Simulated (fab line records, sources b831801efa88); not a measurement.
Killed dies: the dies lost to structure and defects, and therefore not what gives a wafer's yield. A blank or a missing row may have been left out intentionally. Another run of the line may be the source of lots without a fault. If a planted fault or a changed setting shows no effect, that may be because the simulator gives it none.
Chamber matching | flow gf180mcu | GF_CONTACT_CMP_04 on cmp-01: 4 sister chambers
The step polishes SiO2. 16 wafers are shown with their chamber, then 7 later ones without.

WAFERS WITH THEIR CHAMBER
wafer  | chamber | motor current A (A) | time to endpoint s (s)
L528.1 | 3       | 11.5                | 112
L528.2 | 2       | 13.3                | 106
L528.3 | 0       | 10.6                | 105
L532.3 | 1       | 11.1                | 105
L532.5 | 3       | 11.2                | 110
L532.6 | 2       | 13.4                | 117
L539.4 | 1       | 11.5                | 117
L539.5 | 2       | 12.5                | 109
L539.6 | 1       | 11.1                | 116
L540.1 | 0       | 10.7                | 108
L540.3 | 1       | 11.4                | 105
L540.5 | 1       | 11.6                | 112
L544.2 | 0       | 10.8                | 117
L544.4 | 1       | 11.7                | 120
L544.5 | 2       | 13.2                | 118
L545.4 | 0       | 11.1                | 105

SIGNATURES (averages over the wafers above)
reading            | chamber 0 | chamber 1 | chamber 2 | chamber 3 | scatter within a chamber
motor current A    | 10.800    | 11.400    | 13.100    | 11.350    | 0.289
time to endpoint s | 108.75    | 112.50    | 112.50    | 111.00    | 5.81
Rule: a wafer lies at a distance from a chamber equal to the root of the sum of squares, over the readings, of (its reading less the chamber's mean, divided by the reading's scatter). If the next closest chamber is less than 2 further off than the closest, the wafer can't be placed; otherwise it belongs to the closest. The scatter: take each reading less its chamber's mean, square it, sum over the shown wafers, divide by the number of wafers less the number of chambers, and take the root.

WAFERS WITH NO CHAMBER GIVEN
wafer  | motor current A (A) | time to endpoint s (s)
L545.5 | 13.3                | 116
L545.6 | 12.0                | 106
L548.1 | 11.3                | 108
L548.5 | 10.9                | 108
L549.4 | 12.1                | 110
L549.5 | 11.7                | 112
L549.6 | 12.8                | 113

THE CHAMBER EACH PASSED THROUGH
wafer  | from the rows above               | in truth
L545.5 | 2                                 | 2
L545.6 | can't be placed: 1 or 3 or 2 or 0 | 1
L548.1 | can't be placed: 3 or 1 or 0      | 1
L548.5 | can't be placed: 0 or 3 or 1      | 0
L549.4 | can't be placed: 1 or 3 or 2      | 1
L549.5 | can't be placed: 1 or 3           | 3
L549.6 | 2                                 | 2
2 of 7 placed correctly. Can't be placed from these rows: 5 (the true chamber is among the candidates in 5). Wrongly placed: 0.
